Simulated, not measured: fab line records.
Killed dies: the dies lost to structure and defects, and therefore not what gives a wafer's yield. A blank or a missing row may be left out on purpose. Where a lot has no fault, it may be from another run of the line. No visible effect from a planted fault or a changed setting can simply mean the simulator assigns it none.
Comparing a struck lot with a sound one ; flow sky130 ; 20 out of 708 route steps
Sound: these wafers, L324.1, L324.2, L324.5. Struck: wafers L331.3, L331.4, L331.6. At the end, the cause is stated.
At each step with rows: each side's tool, then ch and its chambers, then its first start. Under that, the readings that differ: sound wafers ; struck wafers ; difference of the means ; sigmas: that difference in standard deviations of wafers without a fault.
alike: readings with means less than 2 such deviations apart, plus words and numbers identical on both sides. not compared: withheld readings, readings lacking a value on some wafer, bounds such as >300 that could conceal the same value, and numbers that have no deviation in the record and whose values overlap.
Wherever a step has rows on one side only, a row that says differs or no value, or a row with sigmas, the two part there. Non-overlapping numbers with no deviation appear without sigmas and do not part them. Lack of a reading on every wafer of one side parts them only where that side has two or more wafers.

first, 2 steps without rows for these wafers: SKY_NWELL_PEB_08; SKY_NWELL_DEVELOP_09 (develop time 60 s).
SKY_NWELL_OVL_MEAS_10:
  sound: overlay-02 at day 6 04:13; struck: overlay-01 at day 8 00:34
  alike: NWELL_00_OVL
then, 3 steps without rows for these wafers: SKY_NWELL_IMPLANT_11; SKY_NWELL_IMPLANT_12; SKY_NWELL_IMPLANT_13.
SKY_NWELL_STRIP_14: strips in O2/N2.
  sound on plasmaAsher-04 ch 0,1, day 6 04:42; struck on plasmaAsher-01 ch 0,1, day 8 01:05
  alike: drypumpMotorCurrentA, o2FlowSccm, oesProductAu, stripTimeToEndpointS
  not compared: rfHoursCounterH
SKY_NWELL_TW_MEAS_15:
  sound: filmMetro-01 at day 6 04:48; struck: filmMetro-04 at day 8 01:10
  alike: NWELL_TW
then, 4 steps without rows for these wafers: SKY_NWELL_DEHYDRATE_16 (time 60 s); SKY_NWELL_HMDS_17 (prime time 60 s); SKY_NWELL_COAT_18 (resist thk 3000 nm); SKY_NWELL_SOFTBAKE_19.
SKY_NWELL_EXPOSE_20: exposes mask NWM COMPLEMENT, target cd 840 nm.
  sound on ilineStepper-02 ch 0, day 6 14:56; struck on ilineStepper-02 ch 0, day 8 11:28
reading;sound;struck;difference;sigmas
mask;NWM_COMPLEMENT#0 NWM_COMPLEMENT#0 NWM_COMPLEMENT#0;HVTPM#0 HVTPM#0 HVTPM#0;differs;
  alike: reticleTempC
then, 2 steps without rows for these wafers: SKY_NWELL_PEB_21; SKY_NWELL_DEVELOP_22 (develop time 60 s).
SKY_NWELL_OVL_MEAS_23:
  sound: overlay-02 at day 7 00:43; struck: overlay-01 at day 8 22:07
reading;sound;struck;difference;sigmas
NWELL_01_OVL (nm);-1.0 0.8 0.2;- - -;no value on the struck wafers;
following that, these wafers have no rows for 1 step: SKY_NWELL_IMPLANT_24.
SKY_NWELL_STRIP_25: strips in O2/N2.
  sound on plasmaAsher-03 ch 0,1, day 7 00:54; struck on plasmaAsher-03 ch 0,1, day 8 22:19
reading;sound;struck;difference;sigmas
stripTimeToEndpointS (s);37.11 37.09 37.01;36.74 36.81 36.86;-0.27;-3
  alike: drypumpMotorCurrentA, o2FlowSccm, oesProductAu
  not compared: rfHoursCounterH
SKY_NWELL_TW_MEAS_26:
  sound: filmMetro-01 at day 7 01:00; struck: filmMetro-04 at day 8 22:38
reading;sound;struck;difference;sigmas
NWELL_2_TW;500.2 493.6 497.6;30.1 30.0 30.2;-467.0;-99 or more
  not compared: hold
SKY_PAD_OPEN_PROBE_99:
  the record holds rows for the sound wafers here (prober-01, day 47 16:12) but none for the struck ones

## WHERE THEY PART
Earliest at SKY_NWELL_EXPOSE_20; latest, in this record, at SKY_PAD_OPEN_PROBE_99.

WHY: what had been put in by the simulator
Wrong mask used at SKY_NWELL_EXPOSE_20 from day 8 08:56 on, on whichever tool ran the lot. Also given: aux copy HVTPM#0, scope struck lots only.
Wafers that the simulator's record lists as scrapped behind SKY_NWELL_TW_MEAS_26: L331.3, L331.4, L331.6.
